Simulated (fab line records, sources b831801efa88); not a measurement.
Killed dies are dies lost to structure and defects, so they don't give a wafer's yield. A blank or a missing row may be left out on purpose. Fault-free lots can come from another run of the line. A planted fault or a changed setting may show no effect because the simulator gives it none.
Split-lot trial ; flow sky130 ; 23 wafers read across 5 lots, on a route 708 steps long

## SPLIT DETAILS
At SKY_METAL1_SPUTTER_00 (material Ti, target thk 15 nm, time 10 s), the setting time-s was moved away from the recipe's 10 s on 6 of the 23 wafers read, by -7.3% to -6.0%. For the rest of the wafers, this setting stayed at what the recipe calls for.

The split's own step is where the reading is taken.

## THE READING
Ti_of_METAL1_SPUTTER_00.thk-nm (the simulator's own value, which no gauge read), in nm, at SKY_METAL1_SPUTTER_00 (material Ti, target thk 15 nm, time 10 s). There is no usual value for it anywhere in the file. The 17 wafers here that ran the recipe average 14.97 nm, standard deviation 0.13 nm.

wafer;tool, chamber at the split;time-s as run, s;against the recipe;Ti_of_METAL1_SPUTTER_00.thk-nm, nm;against lot-mates on the recipe
L074.2;pvd-sputter-04, -;10;recipe;15.05;-
L074.3;pvd-sputter-04, -;10;recipe;15.05;-
L074.4;pvd-sputter-04, -;10;recipe;14.82;-
L075.1;pvd-sputter-02, -;10;recipe;15.11;-
L075.2;pvd-sputter-02, -;9.4;-6.0%;14.09;-0.93
L075.6;pvd-sputter-02, -;9.4;-6.0%;14.09;-0.93
L075.3;pvd-sputter-02, -;10;recipe;14.92;-
L075.5;pvd-sputter-02, -;9.4;-6.0%;14.21;-0.80
L080.1;pvd-sputter-02, -;9.271;-7.3%;13.9;-0.92
L080.2;pvd-sputter-02, -;9.271;-7.3%;14.02;-0.80
L080.3;pvd-sputter-02, -;10;recipe;14.86;-
L080.4;pvd-sputter-02, -;10;recipe;14.79;-
L080.5;pvd-sputter-02, -;9.271;-7.3%;13.83;-0.99
L083.1;pvd-sputter-03, -;10;recipe;15.22;-
L083.2;pvd-sputter-03, -;10;recipe;14.96;-
L083.3;pvd-sputter-03, -;10;recipe;14.94;-
L083.5;pvd-sputter-03, -;10;recipe;14.87;-
L083.6;pvd-sputter-03, -;10;recipe;15.07;-
L085.1;pvd-sputter-03, -;10;recipe;15.17;-
L085.2;pvd-sputter-03, -;10;recipe;14.9;-
L085.3;pvd-sputter-03, -;10;recipe;14.76;-
L085.4;pvd-sputter-03, -;10;recipe;14.93;-
L085.6;pvd-sputter-03, -;10;recipe;15.12;-

THE FIT
A straight line over all 23 wafers: Ti_of_METAL1_SPUTTER_00.thk-nm changes by +0.143 nm for each +1% of time-s; r = +0.96; the points scatter about the line by 0.12 nm.
The same after taking each lot's own level away (the mean of its wafers on the recipe; 23 wafers): +0.133 nm for each +1%; r = +0.96; scatter 0.12 nm.
On that fit, the largest move of time-s shifts the reading by 0.97 nm.
The lots' own levels span 14.825 to 15.015 nm, that is 1.4 times the standard deviation above.
The two slopes agree, so the slope changes little with the lot-to-lot level.
Check: for one of the wafers moved furthest among these (-7.3%), held out of the fit, the line's prediction against its lot-mates is -0.988 nm. It came out at -0.925 nm against them.

## OTHER SPLITS APPLIED TO THESE WAFERS
Before the reading, these wafers also passed through other splits. Each is held against what the fit with the lots' levels taken away leaves over:
other split on the same wafers;wafers away from the commonest value;r with Ti_of_METAL1_SPUTTER_00.thk-nm (lot level and that fit taken away)
SKY_SD_N_IMPLANT_09 energy-kev;8;+0.13
SKY_LI_CONTACT_CMP_02 leave-above-ref-nm;12;-0.08
SKY_LI_CONTACT_ETCH_15 bias-w;5;-0.35
SKY_LOCAL_INTERCONNECT_COAT_06 resist-thk-nm;6;+0.00
SKY_LOCAL_INTERCONNECT_ETCH_13 time-s;8;+0.10

## THE FILE'S OWN FIT
Ti_of_METAL1_SPUTTER_00.thk-nm changes by +0.134 nm for each +1% of time-s, r = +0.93.
